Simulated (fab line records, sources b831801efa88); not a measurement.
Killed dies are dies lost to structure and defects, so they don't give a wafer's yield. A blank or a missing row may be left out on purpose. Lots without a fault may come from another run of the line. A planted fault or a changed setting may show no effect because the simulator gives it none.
Chamber matching | flow sfq_line | SFQ_TRILAYER_I2_VIA_ETCH_VIA_ETCH_070 on rie_diel-04: 4 sister chambers
The step etches SiO2 in CHF3, stops on Nb, target depth 260 nm. 14 wafers are shown with their chamber, then 6 later ones without.

WAFERS WITH THEIR CHAMBER
wafer  | chamber | drypump_motor_current_A (A) | oes_product_au (a.u.)
L463.4 | 3       | 6.0                         | 0.850
L463.5 | 3       | 6.0                         | 0.853
L463.6 | 2       | 5.2                         | 0.849
L464.1 | 1       | 4.9                         | 0.852
L464.2 | 2       | 5.2                         | 0.853
L464.3 | 3       | 6.0                         | 0.855
L465.1 | 3       | 6.0                         | 0.854
L465.2 | 1       | 4.9                         | 0.843
L465.6 | 0       | 5.1                         | 0.861
L468.3 | 3       | 6.0                         | 0.858
L468.4 | 0       | 5.1                         | 0.855
L468.5 | 1       | 4.9                         | 0.858
L474.2 | 1       | 4.9                         | 0.857
L474.5 | 2       | 5.1                         | 0.848

SIGNATURES (means of the wafers above)
reading                 | chamber 0 | chamber 1 | chamber 2 | chamber 3 | scatter within a chamber
drypump_motor_current_A | 5.100     | 4.900     | 5.167     | 6.000     | 0.0258
oes_product_au          | 0.85800   | 0.85250   | 0.85000   | 0.85400   | 0.00455
Rule: a wafer's distance from a chamber is the root of the sum, over the readings, of the square of ((its reading less the chamber's mean) divided by the reading's scatter). The wafer belongs to the nearest chamber; if the next one is less than 2 further off, it can't be placed. The scatter: the root of (the sum of the squares of (reading less its chamber's mean) over the shown wafers, divided by (wafers less chambers)).

WAFERS WITHOUT THEIR CHAMBER
wafer  | drypump_motor_current_A (A) | oes_product_au (a.u.)
L483.1 | 5.2                         | 0.854
L483.4 | 4.9                         | 0.844
L483.5 | 4.9                         | 0.848
L485.2 | 6.1                         | 0.845
L485.4 | 4.9                         | 0.847
L485.6 | 6.0                         | 0.857

WHICH CHAMBER EACH WENT THROUGH
wafer  | from the rows above | in truth
L483.1 | 2                   | 2
L483.4 | 1                   | 1
L483.5 | 1                   | 1
L485.2 | 3                   | 3
L485.4 | 1                   | 1
L485.6 | 3                   | 3
Placed correctly: 6 of 6. Can't be placed from these rows: 0. Placed wrongly: 0.
